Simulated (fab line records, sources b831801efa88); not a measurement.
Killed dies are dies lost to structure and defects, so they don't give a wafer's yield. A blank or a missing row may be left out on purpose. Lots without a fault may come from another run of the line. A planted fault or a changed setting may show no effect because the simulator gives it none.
Chamber matching | flow gf180mcu | GF_V2_CMP_26 on cmp-01: 4 sister chambers
The step polishes, stops on SiO2, t overpolish 15 s, target thk 0 nm. 8 wafers are shown with their chamber, then 12 later ones without.

WAFERS WITH THEIR CHAMBER
wafer  | chamber | motor_current_A (A) | time_to_endpoint_s (s)
L086.4 | 2       | 12.6                | 87
L086.6 | 0       | 11.0                | 85
L087.2 | 3       | 12.2                | 82
L087.3 | 0       | 10.8                | 83
L087.4 | 1       | 10.1                | 78
L088.1 | 3       | 11.3                | 82
L088.4 | 2       | 12.4                | 85
L088.5 | 1       | 9.6                 | 83

WAFERS WITHOUT THEIR CHAMBER
wafer  | motor_current_A (A) | time_to_endpoint_s (s)
L089.1 | 12.3                | 86
L089.4 | 11.2                | 86
L089.5 | 11.9                | 82
L092.3 | 12.2                | 82
L092.4 | 11.7                | 82
L092.5 | 12.1                | 77
L093.2 | 10.9                | 81
L093.4 | 11.9                | 87
L093.6 | 10.7                | 85
L096.2 | 10.3                | 84
L096.3 | 11.9                | 84
L096.5 | 11.0                | 87

WHICH CHAMBER EACH WENT THROUGH
wafer  | from the rows above          | in truth
L089.1 | can't be placed: 2 or 3      | 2
L089.4 | can't be placed: 0 or 3      | 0
L089.5 | 3                            | 3
L092.3 | can't be placed: 3 or 2      | 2
L092.4 | 3                            | 3
L092.5 | can't be placed: 3 or 2      | 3
L093.2 | can't be placed: 0 or 3 or 1 | 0
L093.4 | can't be placed: 2 or 3 or 0 | 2
L093.6 | 0                            | 0
L096.2 | can't be placed: 0 or 1      | 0
L096.3 | can't be placed: 3 or 2 or 0 | 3
L096.5 | can't be placed: 0 or 3      | 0
Placed correctly: 3 of 12. Can't be placed from these rows: 9 (the true chamber is among the candidates in 9). Placed wrongly: 0.
How it was worked out, from the rows above alone: a wafer's distance from a chamber is the root of the sum, over the readings, of the square of ((its reading less the chamber's mean) divided by the reading's scatter). The wafer belongs to the nearest chamber; if the next one is less than 2 further off, it can't be placed. A chamber's mean is the mean of its shown wafers. The scatter: the root of (the sum of the squares of (reading less its chamber's mean) over the shown wafers, divided by (wafers less chambers)).
